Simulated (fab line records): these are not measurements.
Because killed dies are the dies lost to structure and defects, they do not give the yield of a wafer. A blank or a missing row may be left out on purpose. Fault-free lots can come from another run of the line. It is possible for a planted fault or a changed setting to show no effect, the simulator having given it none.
Matching of chambers ; flow gf180mcu ; GF_MIM_CVD_05 on pecvd-01 has 3 sister chambers
The step deposits Si3N4, target thk 42 nm, time 29.086 s. 3 wafers are shown with their chamber, then 8 later ones without.

WAFERS PAIRED WITH THEIR CHAMBERS
wafer;chamber;heater_power_w (W)
L090.5;0;751
L090.6;1;660
L094.2;2;663

WAFERS MISSING THEIR CHAMBER
wafer;heater_power_w (W)
L094.4;716
L094.6;627
L095.2;765
L095.5;744
L095.6;756
L096.4;580
L096.5;614
L096.6;651

THE CHAMBER EACH PASSED THROUGH
wafer;from the rows above;in truth
L094.4;can't be placed: 0 or 2 or 1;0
L094.6;can't be placed: 1 or 2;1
L095.2;0;0
L095.5;can't be placed: 0 or 2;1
L095.6;0;0
L096.4;can't be placed: 1 or 2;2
L096.5;can't be placed: 1 or 2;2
L096.6;can't be placed: 1 or 2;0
Correct placement for 2 of the 8. From these rows, 6 cannot be placed; in 4 the true chamber is one of the candidates. Wrongly placed: 0.
How it was worked out, from the rows above alone: a wafer's distance from a chamber is the root of the sum, over the readings, of the square of ((its reading less the chamber's mean) divided by the reading's scatter). If the next closest chamber is less than 2 further off than the closest, the wafer can't be placed; otherwise it belongs to the closest. The mean given for a chamber averages the wafers shown for that chamber. The scatter: root of mean squared gap, hidden wafer to nearest shown wafer, with one shown wafer a chamber.
